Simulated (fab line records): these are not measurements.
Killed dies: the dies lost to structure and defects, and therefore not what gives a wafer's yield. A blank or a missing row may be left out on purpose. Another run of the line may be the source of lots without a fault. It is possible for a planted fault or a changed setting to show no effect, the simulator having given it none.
8D (eight disciplines) problem report, filled in by code | flow sky130 | the parts of the form that need people (team, actions taken, sign-off) are left out

1. WHAT IS WRONG
Wafers without a fault read 0.3999 Pa, standard deviation 0.0008; chamber_pressure_pa at SKY_METAL2_SPUTTER_04 reads a mean of 0.2904 Pa on 9 wafers belonging to 3 lots. That is -99 or more standard deviations from the usual mean.
The step: material TiN, target thk 70 nm, time 58.3 s.
First seen on wafer L653.1, day 38 09:03, on pvd_sputter-02. At this step, 36 wafers from 12 lots have a number in the record. The rule behind "out" and "out of limits": a value lying over 4 standard deviations away from the usual mean. All remaining wafers that have a number are taken as sound.

2. WHAT IT IS AND WHAT IT IS NOT
question                    | is                     | is not
which readings at this step | chamber_pressure_pa    | -
which lots                  | L653, L654, L655       | L641, L642, L644, L648, L650, L651, L652, L661, L662
which wafers of those lots  | all that have a number | -
read on which tools         | pvd_sputter-02         | pvd_sputter-01, pvd_sputter-04
when                        | from day 38 09:03      | up to then (21 sound wafers); but 6 sound wafers of L661, L662 came after

3. WHAT RULES OUT EACH SUSPECT
Counting: a tool at a process step up to the reading stays a suspect if it ran every lot that is out and no sound lot after the first of them.
- pvd_sputter-02 at SKY_METAL2_SPUTTER_02 (material AlCu, target thk 250 nm, time 13.3 s): kept. It processed each lot that is out, first L653 at day 38 09:01, and no sound lot thereafter; up to then, the last sound lot it processed was L650 at day 37 11:22.
- pvd_sputter-02 at SKY_METAL2_SPUTTER_04 (material TiN, target thk 70 nm, time 58.3 s): kept. It processed each lot that is out, first L653 at day 38 09:03, and no sound lot thereafter; up to then, the last sound lot it processed was L650 at day 37 11:25. Out on those wafers are its own readings of chamber_pressure_pa.
Remaining after the count are pvd_sputter-02 at SKY_METAL2_SPUTTER_02 and pvd_sputter-02 at SKY_METAL2_SPUTTER_04.

4. THE CAUSE (what the simulator had put in)
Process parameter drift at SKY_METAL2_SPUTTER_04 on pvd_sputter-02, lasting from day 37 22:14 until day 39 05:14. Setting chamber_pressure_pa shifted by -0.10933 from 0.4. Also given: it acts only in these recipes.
Counting left 2 suspects, and this tool is among them.

5. THE EFFECT CHAIN, in route order
Each row: a reading whose mean over the struck wafers that have a number lies more than 3 standard deviations from the usual. Scope: only readings with a usual standard deviation given in the record; hours: median across lots of the time from each lot's start at the first step in this table that gives one to its start at this step; sigmas: change in usual standard deviations.
hours | step                  | reading             | usual     | on struck wafers | change  | sigmas
0     | SKY_METAL2_SPUTTER_04 | chamber_pressure_pa | 0.3999 Pa | 0.2904           | -0.1095 | -99 or more
0     | SKY_METAL2_SPUTTER_04 | throttle_valve_pct  | 29.8 %    | 34.7             | +4.9    | +4.4
The process steps in it:
- SKY_METAL2_SPUTTER_04: material TiN, target thk 70 nm, time 58.3 s.

6. HOW IT WOULD HAVE BEEN CAUGHT EARLIER
In this record no reading fell out of limits until day 38 09:03, 11 hours after the fault had begun at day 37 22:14.
